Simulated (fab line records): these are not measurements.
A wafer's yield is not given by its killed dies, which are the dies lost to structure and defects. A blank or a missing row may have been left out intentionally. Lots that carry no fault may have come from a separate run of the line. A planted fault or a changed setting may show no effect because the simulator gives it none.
Code-filled problem report in 8D (eight disciplines) form ; flow gf180mcu ; the parts of the form that need people (team, actions taken, sign-off) are left out

## 1. THE PROBLEM
chamber-pressure-mTorr at GF_V4_ETCH_16 reads a mean of 24.032 mTorr on 6 wafers of 2 lots; wafers without a fault read 30.001 mTorr with a standard deviation of 0.029. So: -99 or more standard deviations from the usual mean.
The step: etches BARC in N2/H2.
Seen first at day 27 19:20 on rie-diel-04, wafer L900.1. The record holds 36 wafers of 12 lots with a number at this step. Rule for "out" (also "out of limits"): further than 4 standard deviations from the usual mean. Any other wafer with a number is counted as sound.

## 2. WHAT IT IS, WHAT IT ISN'T
question;is;is not
which readings at this step;chamber-pressure-mTorr;drypump-motor-current-A, oes-product-au, throttle-valve-pct
which lots;L900, L902;L890, L891, L892, L894, L897, L907, L909, L910, L912, L913
which wafers of those lots;all that have a number;-
read on which tools;rie-diel-04;rie-diel-01, rie-diel-03
when;from day 27 19:20;"up to then (15 sound wafers); but 15 sound wafers of L907, L909, L910, L912, L913 came after"

## 3. WHAT RULES OUT EACH SUSPECT
Counting: any tool at a process step up to the reading is kept as a suspect provided that every lot that is out went through it and no sound lot did after the first of them.
- plasma-asher-01 at GF_M4_STRIP_17 (strips in O2/N2): ruled out as a lasting fault. Sound lots L913 ran on it after its first lot that is out, L900 (day 26 22:16).
- rie-diel-04 at GF_V4_ETCH_16 (etches BARC in N2/H2): kept. It processed each lot that is out, first L900 at day 27 19:20, and no sound lot thereafter; up to then, the last sound lot it processed was L894 at day 25 14:01. Its own readings are out on those wafers: chamber-pressure-mTorr.
The count leaves rie-diel-04 at GF_V4_ETCH_16.

## 4. THE CAUSE (what the simulator had put in)
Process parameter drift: rie-diel-04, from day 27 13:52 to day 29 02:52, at GF_V4_ETCH_16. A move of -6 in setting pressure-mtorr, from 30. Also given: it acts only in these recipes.
After counting, this tool was the only one left.

## 5. SEQUENCE OF EFFECTS, ordered by route
One row per reading whose mean, taken over the struck wafers that have a number, lies over 3 standard deviations from the usual. Only readings whose record carries a usual standard deviation are examined. hours: median over the lots of the time between each lot's start at the first step of this table that gives one and its start at this step. sigmas: the change, counted in usual standard deviations.
hours;step;reading;usual;on struck wafers;change;sigmas
0;GF_V4_ETCH_16;chamber-pressure-mTorr;30.001 mTorr;24.032;-5.970;-99 or more
It contains these process steps:
- GF_V4_ETCH_16: etches BARC in N2/H2.

## 6. HOW IT WOULD HAVE BEEN CAUGHT EARLIER
First out-of-limits reading in this record: day 27 19:20, which is 5 hours after fault onset at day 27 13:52.
